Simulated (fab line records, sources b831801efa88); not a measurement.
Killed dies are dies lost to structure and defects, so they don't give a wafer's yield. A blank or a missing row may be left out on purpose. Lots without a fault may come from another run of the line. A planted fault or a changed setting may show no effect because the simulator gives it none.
Which tool did it? | flow gf180mcu | 14 lots, 42 wafers sampled, at 6 steps of a route of 602

WHAT THE GAUGES READ, wafer by wafer
GF_DUAL_GATE_OVL_MEAS_11. Usual: DUAL_GATE_OVL 0.3 nm, standard deviation 1.6.
lot  | measured     | on         | DUAL_GATE_OVL (nm) | flag
L669 | day 8 16:49  | overlay-02 | 2.1 0.1 0.4        |
L670 | day 8 20:50  | overlay-01 | -0.1 -0.1 -1.5     |
L673 | day 9 23:07  | overlay-01 | -1.5 -2.3 -2.4     |
L674 | day 10 09:19 | overlay-01 | -0.1 1.4 0.5       |
L677 | day 11 01:22 | overlay-01 | -0.4 -1.3 -1.6     |
L680 | day 11 22:44 | overlay-01 | 0.6 0.4 -0.6       |
L682 | day 12 16:16 | overlay-02 | 0.5 1.9 1.6        |
L684 | day 13 03:01 | overlay-02 | 1.3 -0.1 0.4       |
L685 | day 13 07:16 | overlay-02 | 0.3 -0.8 0.1       |
L686 | day 13 15:34 | overlay-01 | 0.7 2.3 -0.1       |
L687 | day 14 00:13 | overlay-01 | 1.2 0.9 1.3        |
L688 | day 14 03:26 | overlay-01 | -1.8 -1.9 -3.2     |
L689 | day 14 11:05 | overlay-01 | -1.6 -0.8 -0.5     |
L690 | day 14 16:08 | overlay-02 | -1.5 -2.2 -1.4     |

GF_HV_LDD_OVL_MEAS_20. Usual: HV_LDD_01_OVL -0.4 nm, standard deviation 1.5.
lot  | measured     | on         | HV_LDD_01_OVL (nm) | flag
L669 | day 11 02:44 | overlay-02 | 0.6 0.9 -0.2       |
L670 | day 11 07:29 | overlay-01 | 0.2 0.6 0.6        |
L673 | day 12 14:37 | overlay-02 | -0.9 -1.7 -1.8     |
L674 | day 13 00:57 | overlay-01 | -0.4 -1.8 -0.5     |
L677 | day 13 16:52 | overlay-01 | 0.7 1.0 1.7        |
L680 | day 14 16:23 | overlay-01 | -3.3 -2.1 -1.8     |
L682 | day 15 11:47 | overlay-01 | -1.0 -0.2 -1.3     |
L684 | day 16 01:56 | overlay-02 | -1.5 -2.2 0.1      |
L685 | day 16 05:17 | overlay-02 | -0.6 0.1 -0.7      |
L686 | day 16 12:56 | overlay-01 | -2.8 -3.9 -2.9     |
L687 | day 16 21:16 | overlay-02 | -1.5 -0.6 -2.1     |
L688 | day 17 03:23 | overlay-01 | -0.3 -0.5 0.5      |
L689 | day 17 10:08 | overlay-02 | -1.4 -1.5 -1.7     |
L690 | day 17 15:17 | overlay-02 | 0.6 0.0 0.1        |

GF_NSD_CD_MEAS_07: target cd 400 nm. Usual: cd_nm 400.3 nm, standard deviation 2.3.
lot  | measured     | on        | cd_nm (nm)        | flag
L669 | day 13 19:01 | cd_sem-01 | 397.1 394.6 396.3 |
L670 | day 13 23:13 | cd_sem-01 | 396.9 397.8 397.6 |
L673 | day 15 07:55 | cd_sem-01 | - - -             | OFF
L674 | day 15 19:34 | cd_sem-01 | - - -             | OFF
L677 | day 16 12:44 | cd_sem-01 | 401.8 401.3 400.1 |
L680 | day 17 14:21 | cd_sem-01 | 404.7 403.1 403.8 |
L682 | day 18 11:20 | cd_sem-02 | 401.7 403.5 400.3 |
L684 | day 19 02:45 | cd_sem-01 | 400.0 402.3 401.6 |
L685 | day 19 08:07 | cd_sem-02 | 402.7 397.5 400.9 |
L686 | day 19 15:34 | cd_sem-01 | 401.2 400.3 401.0 |
L687 | day 20 00:09 | cd_sem-02 | 403.0 402.4 402.6 |
L688 | day 20 06:45 | cd_sem-02 | 399.4 398.9 400.2 |
L689 | day 20 14:43 | cd_sem-02 | 401.3 401.3 399.6 |
L690 | day 20 18:25 | cd_sem-01 | 399.2 397.7 400.4 |

GF_PSD_TW_MEAS_11. Usual: PSD_TW 3173, standard deviation 17.
lot  | measured     | on            | PSD_TW         | flag
L669 | day 14 15:54 | film_metro-03 | 3178 3197 3167 |
L670 | day 14 20:22 | film_metro-02 | 3158 3164 3151 |
L673 | day 16 06:38 | film_metro-01 | 4279 4249 4254 | OFF
L674 | day 16 18:46 | film_metro-03 | 4254 4263 4257 | OFF
L677 | day 17 11:20 | film_metro-03 | 3150 3156 3157 |
L680 | day 18 14:43 | film_metro-03 | 3164 3155 3172 |
L682 | day 19 12:29 | film_metro-01 | 3177 3172 3187 |
L684 | day 20 03:05 | film_metro-01 | 3177 3180 3181 |
L685 | day 20 09:10 | film_metro-01 | 3171 3182 3177 |
L686 | day 20 16:17 | film_metro-02 | 3158 3160 3166 |
L687 | day 21 01:30 | film_metro-02 | 3183 3180 3185 |
L688 | day 21 07:47 | film_metro-02 | 3198 3193 3189 |
L689 | day 21 16:16 | film_metro-01 | 3190 3201 3187 |
L690 | day 21 19:46 | film_metro-01 | 3176 3183 3188 |

WHICH TOOL RAN EACH LOT (tool, then ch and the chambers of the sampled wafers, then the start)
lot  | GF_HV_LDD_ETCHBACK_58              | GF_NSD_COAT_02
L669 | rie_diel-04 ch 1,2, day 12 23:53   | litho_track-02 ch 0, day 13 09:14
L670 | rie_diel-03 ch 0,1,3, day 13 03:09 | litho_track-02 ch 0, day 13 12:50
L673 | rie_diel-02 ch 0,1, day 14 11:10   | litho_track-02, day 14 20:59
L674 | rie_diel-03 ch 0,2,3, day 14 21:44 | litho_track-01, day 15 08:31
L677 | rie_diel-02 ch 0,1, day 15 14:45   | litho_track-01 ch 0, day 16 00:54
L680 | rie_diel-03 ch 2,3, day 16 16:06   | litho_track-02 ch 0, day 17 02:56
L682 | rie_diel-03 ch 1,2, day 17 11:21   | litho_track-01 ch 0, day 17 23:21
L684 | rie_diel-04 ch 0,1,3, day 18 03:14 | litho_track-03 ch 0, day 18 14:22
L685 | rie_diel-03 ch 1,2, day 18 08:05   | litho_track-02 ch 0, day 18 20:00
L686 | rie_diel-02 ch 0,1,3, day 18 15:32 | litho_track-01 ch 0, day 19 03:39
L687 | rie_diel-02 ch 0,2, day 19 00:24   | litho_track-02 ch 0, day 19 12:11
L688 | rie_diel-02 ch 1,2,3, day 19 06:36 | litho_track-03 ch 0, day 19 18:07
L689 | rie_diel-02 ch 0,1,2, day 19 14:23 | litho_track-01 ch 0, day 20 02:02
L690 | rie_diel-04 ch 0,3, day 19 18:23   | litho_track-02 ch 0, day 20 06:36
- GF_HV_LDD_ETCHBACK_58: etches Si3N4 in CH3F/O2, stops on SiO2, time 100 s, target depth 90 nm.
- GF_NSD_COAT_02: resist thk 1000 nm.

WHAT THE TOOLS THEMSELVES READ (means of the sampled wafers that have a number; where no wafer has one, the mark that the record gives instead)
GF_HV_LDD_ETCHBACK_58. Usual: drypump_motor_current_A 5.7 A, standard deviation 0.43; oes_product_au 0.844 a.u., standard deviation 0.0059; rf_fwd_power_W 397.4 W, standard deviation 1.4; throttle_valve_pct 10.560 %, standard deviation 0.0087.
lot  | tool        | drypump_motor_current_A (A) | oes_product_au (a.u.) | rf_fwd_power_W (W) | throttle_valve_pct (%) | flag
L669 | rie_diel-04 | 5.0                         | 0.847                 | 396.8              | 10.547                 |
L670 | rie_diel-03 | 5.6                         | 0.845                 | 397.6              | 10.558                 |
L673 | rie_diel-02 | 6.3                         | 0.853                 | 398.4              | 10.564                 |
L674 | rie_diel-03 | 5.7                         | 0.846                 | 397.1              | 10.565                 |
L677 | rie_diel-02 | 5.9                         | 0.838                 | 396.8              | 10.558                 |
L680 | rie_diel-03 | 5.4                         | 0.844                 | 396.0              | 10.558                 |
L682 | rie_diel-03 | 5.6                         | 0.848                 | 398.3              | 10.559                 |
L684 | rie_diel-04 | 5.4                         | 0.850                 | 395.9              | 10.550                 |
L685 | rie_diel-03 | 5.5                         | 0.844                 | 397.9              | 10.558                 |
L686 | rie_diel-02 | 6.0                         | 0.851                 | 397.4              | 10.561                 |
L687 | rie_diel-02 | 6.1                         | 0.848                 | 398.0              | 10.553                 |
L688 | rie_diel-02 | 6.3                         | 0.838                 | 397.8              | 10.567                 |
L689 | rie_diel-02 | 6.2                         | 0.850                 | 397.8              | 10.564                 |
L690 | rie_diel-04 | 5.8                         | 0.840                 | 396.3              | 10.557                 |

GF_NSD_COAT_02. Usual: chill_plate_temp_C 23.00 C, standard deviation 0.099; dispense_pressure_kPa 52.3 kPa, standard deviation 2.6; spin_speed_rpm 3000.3 rpm, standard deviation 1.9.
lot  | tool           | chill_plate_temp_C (C) | dispense_pressure_kPa (kPa) | spin_speed_rpm (rpm) | flag
L669 | litho_track-02 | 23.00                  | 54.7                        | 3000.2               |
L670 | litho_track-02 | 22.94                  | 54.7                        | 2999.2               |
L673 | litho_track-02 | -                      | -                           | -                    | OFF
L674 | litho_track-01 | -                      | -                           | -                    | OFF
L677 | litho_track-01 | 23.02                  | 48.3                        | 2999.9               |
L680 | litho_track-02 | 23.01                  | 54.7                        | 3001.9               |
L682 | litho_track-01 | 23.14                  | 48.3                        | 2999.9               |
L684 | litho_track-03 | 23.02                  | 51.8                        | 3001.1               |
L685 | litho_track-02 | 22.97                  | 54.7                        | 3001.0               |
L686 | litho_track-01 | 23.11                  | 48.3                        | 3001.5               |
L687 | litho_track-02 | 22.97                  | 54.6                        | 3000.3               |
L688 | litho_track-03 | 23.06                  | 51.7                        | 3001.3               |
L689 | litho_track-01 | 22.98                  | 48.4                        | 3002.0               |
L690 | litho_track-02 | 23.03                  | 54.7                        | 3002.9               |

THE ANSWER, worked out from the rows above alone
Rule: a lot is off if the mean of its wafers that have a number lies more than 3 standard deviations from the usual mean. A lot without any number at a reading at which 4 lots or more have one is off too. The other lots that the step has rows for count as sound. The gauges are gone through in route order, then the tools' own readings, and for those a lot's mean is taken as printed above. The first step at which some lot is off is used, and at that step the reading that is off furthest; a lot without a number counts as furthest.
Off: L673, L674, at GF_NSD_CD_MEAS_07 (cd_nm). Without a number there: L673, L674.
A tool fits if, at a process step before that reading, it ran every lot that is off, and no sound lot after the first of them. The gauges at GF_NSD_CD_MEAS_07 aren't tried: what is off there is off at GF_PSD_TW_MEAS_11 too, on other tools, and a gauge's error can't cause that. None of those tried fits.

WHAT THE SIMULATOR HAD PUT IN
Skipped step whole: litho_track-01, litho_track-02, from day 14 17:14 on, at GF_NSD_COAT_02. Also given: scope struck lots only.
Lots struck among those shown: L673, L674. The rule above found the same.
